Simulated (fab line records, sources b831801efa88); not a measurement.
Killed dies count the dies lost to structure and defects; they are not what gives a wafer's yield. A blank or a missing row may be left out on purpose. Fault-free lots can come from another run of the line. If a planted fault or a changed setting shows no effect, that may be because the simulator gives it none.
What tool caused it? | flow gf180mcu | 7 lots with 21 wafers sampled at 2 steps, on a route of 602 steps

WHAT EACH GAUGE READ, for each wafer
GF_NWELL_OVL_MEAS_07.
lot  | measured    | on         | NWELL_OVL (nm)
L949 | day 3 20:29 | overlay-02 | -1.0 -0.8 -1.0
L951 | day 4 07:13 | overlay-02 | -1.5 -0.6 -1.1
L954 | day 5 01:17 | overlay-01 | -0.1 1.1 -0.5
L956 | day 5 12:58 | overlay-02 | -0.7 2.8 1.0
L958 | day 5 21:31 | overlay-01 | -1.0 -1.2 -0.3
L961 | day 6 13:55 | overlay-01 | - - -
L969 | day 8 06:58 | overlay-01 | 2.8 1.3 1.8

WHAT TOOL EACH LOT RAN ON (gives the tool, then ch and the chambers of the sampled wafers, and finally the start)
lot  | GF_NWELL_DEVELOP_06
L949 | litho-track-03 ch 0, day 3 20:00
L951 | litho-track-01 ch 0, day 4 07:00
L954 | litho-track-03 ch 0, day 5 01:00
L956 | litho-track-04 ch 0, day 5 12:00
L958 | litho-track-04 ch 0, day 5 21:00
L961 | litho-track-01 ch 0, day 6 13:00
L969 | litho-track-03 ch 0, day 8 06:00
- GF_NWELL_DEVELOP_06: develop time 60 s.

THE ANSWER, worked out from the rows above alone
Rule: what is usual is taken from the lots themselves. Put in order of their means at a reading, lots are off if they are a third of the lots or fewer, leave a main group of 4 or more, and stand apart from it by a gap of 3 or more times the standard deviation of the main group's means; of several such gaps the widest counts. A main group is skipped when, at the precision printed for the reading in the tables above, its means are all equal. Also off: a lot with no number at a reading for which 4 or more lots have one. The other lots that the step has rows for count as sound.
Off: L961, seen at GF_NWELL_OVL_MEAS_07 (NWELL_OVL). Without a number there: L961. Mean 0.1 nm and standard deviation 1.1 in the main group.
If a tool, at a process step before that reading, ran all the lots that are off and no sound lot after the first of them, it fits. The gauges at GF_NWELL_OVL_MEAS_07 are tried like those tools. One fits: GF_NWELL_DEVELOP_06 on litho-track-01. A fault onset in the window from L951 (day 4 07:00, its last sound lot) to L961 (day 6 13:00, its first lot off) fits.

WHAT THE SIMULATOR HAD INSERTED
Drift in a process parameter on litho-track-01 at GF_NWELL_DEVELOP_06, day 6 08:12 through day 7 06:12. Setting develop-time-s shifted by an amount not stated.
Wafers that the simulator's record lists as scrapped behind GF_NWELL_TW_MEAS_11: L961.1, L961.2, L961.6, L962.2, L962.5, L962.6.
Shown lots that were struck: L961. The rule given above showed the same thing.
